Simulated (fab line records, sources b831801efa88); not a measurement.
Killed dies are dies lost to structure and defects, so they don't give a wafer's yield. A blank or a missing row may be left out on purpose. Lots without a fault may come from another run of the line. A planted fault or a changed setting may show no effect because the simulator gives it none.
Which tool did it? | flow sky130 | 11 lots, 33 wafers sampled, at 3 steps of a route of 708

WHAT THE GAUGES READ, wafer by wafer
SKY_VIA2_THK_MEAS_01.
lot  | measured     | on            | VIA2_HDPCVD_THK (nm)
L988 | day 35 02:55 | film_metro-03 | 1198 1175 1190
L989 | day 35 08:28 | film_metro-03 | 1191 1190 1181
L990 | day 35 11:28 | film_metro-02 | 1185 1209 1192
L992 | day 36 04:39 | film_metro-02 | 1199 1175 1183
L993 | day 37 03:42 | film_metro-04 | 1154 1145 1175
L994 | day 37 05:10 | film_metro-03 | 1166 1190 1168
L995 | day 37 12:17 | film_metro-02 | 1167 1168 1151
L997 | day 38 21:14 | film_metro-03 | 423 417 1169
L100 | day 39 00:39 | film_metro-04 | 1175 416 1184
L110 | day 41 19:46 | film_metro-04 | 1170 1177 1167
L111 | day 42 03:02 | film_metro-02 | 1175 1193 1177

WHICH TOOL RAN EACH LOT (tool, then ch and the chambers of the sampled wafers, then the start)
lot  | SKY_METAL2_ETCH_18                | SKY_VIA2_HDPCVD_00
L988 | rie_metal-01 ch 0,1, day 35 02:02 | hdpcvd-02 ch 0,2, day 35 02:47
L989 | rie_metal-04 ch 0,1, day 35 07:32 | hdpcvd-02 ch 0,2, day 35 08:20
L990 | rie_metal-02 ch 0,1, day 35 10:35 | hdpcvd-02 ch 0,1,2, day 35 11:20
L992 | rie_metal-01 ch 0, day 36 03:38   | hdpcvd-02 ch 0,2, day 36 04:31
L993 | rie_metal-01 ch 0, day 37 02:41   | hdpcvd-02 ch 0,1,2, day 37 03:34
L994 | rie_metal-04 ch 0,1, day 37 04:16 | hdpcvd-01 ch 0,1,2, day 37 05:02
L995 | rie_metal-02 ch 1, day 37 11:22   | hdpcvd-01 ch 1,2, day 37 12:10
L997 | rie_metal-04 ch 1, day 38 20:10   | hdpcvd-01 ch 1,2, day 38 21:07
L100 | rie_metal-04 ch 1, day 38 23:35   | hdpcvd-01 ch 0,1,2, day 39 00:31
L110 | rie_metal-04 ch 0,1, day 41 18:53 | hdpcvd-01 ch 1,2, day 41 19:38
L111 | rie_metal-02 ch 0,1, day 42 02:10 | hdpcvd-01 ch 0,1, day 42 02:53
- SKY_METAL2_ETCH_18: etches BARC in N2/H2, stops on SiO2, time 45.9 s, target depth 60 nm.
- SKY_VIA2_HDPCVD_00: deposits SiO2, target thk 1180 nm, time 196.7 s.

THE ANSWER, worked out from the rows above alone
Rule: what is usual is taken from the lots themselves. Put in order of their means at a reading, lots are off if they are a third of the lots or fewer, leave a main group of 4 or more, and stand apart from it by a gap of 3 or more times the standard deviation of the main group's means; of several such gaps the widest counts. A main group whose means are all the same, to the digits that the tables above print for the reading, isn't used. A lot without any number at a reading at which 4 lots or more have one is off too. The other lots that the step has rows for count as sound.
Off: L997, L100, at SKY_VIA2_THK_MEAS_01 (VIA2_HDPCVD_THK). The main group: mean 1178 nm, standard deviation 12.
A tool fits if, at a process step before that reading, it ran every lot that is off, and no sound lot after the first of them. The gauges at SKY_VIA2_THK_MEAS_01 are tried like those tools. None of those tried fits.

WHAT THE SIMULATOR HAD PUT IN
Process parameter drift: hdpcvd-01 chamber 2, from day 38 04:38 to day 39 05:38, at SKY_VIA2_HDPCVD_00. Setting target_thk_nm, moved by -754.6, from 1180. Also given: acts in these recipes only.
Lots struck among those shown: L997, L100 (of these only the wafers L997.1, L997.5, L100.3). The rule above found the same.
